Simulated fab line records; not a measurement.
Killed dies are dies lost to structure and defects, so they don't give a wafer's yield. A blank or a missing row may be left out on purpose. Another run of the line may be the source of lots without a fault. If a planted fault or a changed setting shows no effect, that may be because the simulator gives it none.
Chamber matching -- flow gf180mcu -- cmp-02 running GF_CONTACT_CMP_04: 4 sister chambers
The step polishes SiO2. 4 wafers are shown with their chamber, then 8 later ones without.

## WAFERS WITH THEIR CHAMBER
wafer,chamber,motor_current_A (A)
L085.4,0,15.6
L085.5,3,10.7
L088.5,2,10.8
L093.4,1,14.5

## WAFERS WHOSE CHAMBER IS MISSING
wafer,motor_current_A (A)
L093.5,10.5
L093.6,10.6
L094.1,14.4
L094.5,11.5
L094.6,13.8
L095.1,16.6
L095.2,11.0
L095.3,14.2

## EACH ONE'S CHAMBER
wafer,from the rows above,in truth
L093.5,can't be placed: 3 or 2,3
L093.6,can't be placed: 3 or 2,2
L094.1,1,1
L094.5,can't be placed: 2 or 3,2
L094.6,1,1
L095.1,0,0
L095.2,can't be placed: 2 or 3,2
L095.3,1,1
Correct placement for 4 of the 8. Not placeable from these rows: 4 (in 4, the candidates include the true chamber). Number placed wrongly: 0.
How it was worked out, from the rows above alone: a wafer's distance from a chamber is the root of the sum, over the readings, of the square of ((its reading less the chamber's mean) divided by the reading's scatter). If the next closest chamber is less than 2 further off than the closest, the wafer can't be placed; otherwise it belongs to the closest. A chamber's mean is the mean of its shown wafers. The scatter: root of mean squared gap, hidden wafer to nearest shown wafer, with one shown wafer a chamber.
